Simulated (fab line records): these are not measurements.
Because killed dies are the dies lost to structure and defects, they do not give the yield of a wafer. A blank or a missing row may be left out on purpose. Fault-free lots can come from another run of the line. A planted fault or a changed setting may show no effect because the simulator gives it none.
Which tool was responsible?	flow gf180mcu	41 wafers from 14 lots sampled at 2 of the route's 602 steps

== WHAT THE GAUGES READ, wafer by wafer ==
GF_V3_OVL_MEAS_15.
lot	measured	on	V3_OVL (nm)
L247	day 22 12:38	overlay-01	3 2 3
L248	day 22 17:38	overlay-02	2 0 -2
L250	day 23 17:47	overlay-02	9 9 8
L252	day 24 05:17	overlay-02	0 -1 1
L253	day 24 16:01	overlay-01	3 7 4
L258	day 26 08:29	overlay-01	-2 -1 0
L259	day 26 14:58	overlay-01	-4 0 6
L260	day 26 20:17	overlay-02	6 10
L264	day 28 01:29	overlay-01	10 5 -2
L265	day 28 07:53	overlay-02	5 0 -4
L267	day 28 19:38	overlay-02	-1 -7 8
L268	day 29 04:17	overlay-01	-3 -1 -1
L269	day 29 09:10	overlay-02	6 3 5
L270	day 29 18:37	overlay-02	-3 -3 -4

== TOOL THAT RAN EACH LOT (tool first, then ch and the chambers of the sampled wafers, then the start) ==
lot	GF_V3_CMP_04
L247	cmp-01 ch 0,2,3, day 21 11:50
L248	cmp-01 ch 0,2,3, day 21 17:17
L250	cmp-01 ch 0,3, day 22 18:21
L252	cmp-01 ch 1,2,3, day 23 05:40
L253	cmp-02 ch 0,1,2, day 23 17:16
L258	cmp-01 ch 1,2,3, day 25 11:07
L259	cmp-02 ch 0,2, day 25 16:58
L260	cmp-01 ch 0,3, day 25 22:36
L264	cmp-02 ch 0,1,2, day 27 05:44
L265	cmp-01 ch 0,2,3, day 27 11:59
L267	cmp-02 ch 2,3, day 28 00:13
L268	cmp-01 ch 0,1,2, day 28 08:48
L269	cmp-01 ch 0,1,3, day 28 13:38
L270	cmp-01 ch 0,1,2, day 28 23:17
- GF_V3_CMP_04: polishes SiO2.

== AS READ BY THE TOOLS THEMSELVES (means over the sampled wafers that have a number; for cases with no such wafer, the mark the record gives instead) ==
GF_V3_CMP_04.
lot	tool	motor_current_A (A)	time_to_endpoint_s (s)
L247	cmp-01	12.8	73
L248	cmp-01	12.6	71
L250	cmp-01	11.9	80
L252	cmp-01	13.3	70
L253	cmp-02	12.7	91
L258	cmp-01	12.8	79
L259	cmp-02	11.1	73
L260	cmp-01	12.1	71
L264	cmp-02	12.2	75
L265	cmp-01	12.6	75
L267	cmp-02	11.2	78
L268	cmp-01	12.5	67
L269	cmp-01	11.9	81
L270	cmp-01	12.4	78

== THE ANSWER, worked out from the rows above alone ==
Rule: what is usual is taken from the lots themselves. The widest of any qualifying gaps counts: lots, ordered by their means at a reading, are off when they make up no more than a third of the lots, leave a main group of 4 or more, and stand apart from it by 3 or more times the standard deviation of that group's means. Not used: any main group whose means are identical at the precision the tables above print for the reading. A lot without any number at a reading at which 4 lots or more have one is off too. The other lots that the step has rows for count as sound. Order of review: gauges by route order, followed by the tools' own readings, for which a lot's mean as printed above is used. At the first step where some lot is off, the reading lying furthest off is the one used; lots without a number count as furthest.
Across all readings shown, no lot is off: no conclusion can be drawn from this.

== WHAT HAD BEEN PUT IN BY THE SIMULATOR ==
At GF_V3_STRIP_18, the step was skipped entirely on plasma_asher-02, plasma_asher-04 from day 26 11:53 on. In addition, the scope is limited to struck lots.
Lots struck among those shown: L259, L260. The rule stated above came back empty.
